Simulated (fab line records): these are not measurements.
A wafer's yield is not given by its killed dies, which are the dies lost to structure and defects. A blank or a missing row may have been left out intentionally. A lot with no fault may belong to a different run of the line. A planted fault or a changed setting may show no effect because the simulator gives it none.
A lot that was struck, set against a sound lot | flow sky130 | 43 steps out of a route of 708
Sound: the wafers L517.3, L517.5, L517.6. Struck: wafers L524.1, L524.6. (L524.4 of the same lot was not struck and is left out.) The cause comes at the end.
Per side, at each step with rows, come the tool, then ch with its chambers, and then its first start. Under that, the readings that differ: sound wafers | struck wafers | difference of the means | sigmas: that difference in standard deviations of wafers without a fault.
alike: same words and numbers on both sides, and readings whose means sit less than 2 such deviations apart. not compared: any withheld reading, any reading some wafer has no value for, any bound like >300 that may hide the same value, and any number with overlapping values for which the record gives no deviation.
A row with sigmas, a row that says differs or no value, or rows on one side alone: a step with any of these is where the two part. When numbers do not overlap yet have no deviation, they are printed without sigmas and do not part them. A reading that every wafer of one side lacks parts them only if that side has two wafers or more.

first, 8 steps without rows for these wafers: SKY_DNWELL_DEHYDRATE_00 (time 60 s); SKY_DNWELL_HMDS_01 (prime time 60 s); SKY_DNWELL_COAT_02 (resist thk 3000 nm); SKY_DNWELL_SOFTBAKE_03; SKY_DNWELL_EXPOSE_04 (exposes mask DNM, target cd 3000 nm); SKY_DNWELL_PEB_05; SKY_DNWELL_DEVELOP_06 (develop time 60 s); SKY_DNWELL_IMPLANT_07.
SKY_DNWELL_STRIP_08: strips in O2/N2.
  sound on plasma-asher-01 ch 0,1, day 4 14:10; struck on plasma-asher-03 ch 0,1, day 6 00:17
  alike: drypump-motor-current-A, oes-product-au, strip-time-to-endpoint-s
  not compared: rf-hours-counter-h
SKY_DNWELL_TW_MEAS_09:
  struck on film-metro-03, day 6 00:23; sound on film-metro-01, day 4 14:16
  alike: DNWELL_TW
then, 2 steps without rows for these wafers: SKY_PWDE_DEHYDRATE_00 (time 60 s); SKY_PWDE_HMDS_01 (prime time 60 s).
SKY_PWDE_COAT_02: resist thk 3000 nm.
  sound on litho-track-02 ch 0, day 4 21:47; struck on litho-track-02 ch 0, day 6 08:56
  reading                                | sound          | struck    | difference | sigmas
  model.coat_of_PWDE_COAT_02.thk-nm (nm) | 3026 3020 3024 | 302 301.5 | -2722      |
  alike: dispense-pressure-kPa, exhaust-pa
then, 3 steps without rows for these wafers: SKY_PWDE_SOFTBAKE_03; SKY_PWDE_EXPOSE_04 (exposes mask PWDEM, target cd 840 nm); SKY_PWDE_PEB_05.
SKY_PWDE_DEVELOP_06: develop time 60 s.
  sound: litho-track-03 ch 0; struck: litho-track-03 ch 0
  reading                                | sound          | struck      | difference | sigmas
  model.coat_of_PWDE_COAT_02.thk-nm (nm) | 3022 3016 3020 | 297.7 297.2 | -2721.9    |
  alike: developer-temp-C, exhaust-pa
SKY_PWDE_OVL_MEAS_07:
  struck on overlay-01, day 6 19:28; sound on overlay-02, day 5 07:56
  alike: PWDE_OVL
then, 1 step without rows for these wafers: SKY_PWDE_IMPLANT_08.
SKY_PWDE_STRIP_09: strips in O2/N2.
  sound on plasma-asher-04 ch 0,1, day 5 08:08; struck on plasma-asher-04 ch 0, day 6 19:40
  reading                      | sound             | struck      | difference | sigmas
  oes-product-au (a.u.)        | 0.726 0.721 0.728 | 0.416 0.415 | -0.309     | -70
  strip-time-to-endpoint-s (s) | 37.22 37.16 37.18 | 4.38 4.37   | -32.81     | -99 or more
  alike: drypump-motor-current-A
  not compared: rf-hours-counter-h
SKY_PWDE_TW_MEAS_10:
  struck on film-metro-03, day 6 19:46; sound on film-metro-03, day 5 08:14
  alike: PWDE_TW
then, 7 steps without rows for these wafers: SKY_NWELL_DEHYDRATE_03 (time 60 s); SKY_NWELL_HMDS_04 (prime time 60 s); SKY_NWELL_COAT_05 (resist thk 3000 nm); SKY_NWELL_SOFTBAKE_06; SKY_NWELL_EXPOSE_07 (exposes mask NWM, target cd 840 nm); SKY_NWELL_PEB_08; SKY_NWELL_DEVELOP_09 (develop time 60 s).
SKY_NWELL_OVL_MEAS_10:
  struck on overlay-01, day 7 15:37; sound on overlay-01, day 6 02:26
  alike: NWELL_00_OVL
then, 3 steps without rows for these wafers: SKY_NWELL_IMPLANT_11; SKY_NWELL_IMPLANT_12; SKY_NWELL_IMPLANT_13.
SKY_NWELL_STRIP_14: strips in O2/N2.
  sound on plasma-asher-04 ch 0,1, day 6 02:56; struck on plasma-asher-01 ch 1, day 7 16:07
  alike: drypump-motor-current-A, oes-product-au, strip-time-to-endpoint-s
  not compared: rf-hours-counter-h
SKY_NWELL_TW_MEAS_15:
  struck on film-metro-01, day 7 16:13; sound on film-metro-03, day 6 03:02
  alike: NWELL_TW
then, 7 steps without rows for these wafers: SKY_NWELL_DEHYDRATE_16 (time 60 s); SKY_NWELL_HMDS_17 (prime time 60 s); SKY_NWELL_COAT_18 (resist thk 3000 nm); SKY_NWELL_SOFTBAKE_19; SKY_NWELL_EXPOSE_20 (exposes mask NWM COMPLEMENT, target cd 840 nm); SKY_NWELL_PEB_21; SKY_NWELL_DEVELOP_22 (develop time 60 s).
SKY_NWELL_OVL_MEAS_23:
  struck on overlay-01, day 8 13:16; sound on overlay-01, day 6 21:26
  alike: NWELL_01_OVL
SKY_NWELL_TW_MEAS_26:
  struck on film-metro-01, day 8 13:33; sound on film-metro-01, day 6 21:44
  reading    | sound       | struck  | difference | sigmas
  NWELL_2_TW | 495 497 497 | 547 547 | +51        | +11

WHERE THEY PART
Earliest at SKY_PWDE_STRIP_09; latest, in this record, at SKY_NWELL_TW_MEAS_26.

WHY: the cause the simulator had injected
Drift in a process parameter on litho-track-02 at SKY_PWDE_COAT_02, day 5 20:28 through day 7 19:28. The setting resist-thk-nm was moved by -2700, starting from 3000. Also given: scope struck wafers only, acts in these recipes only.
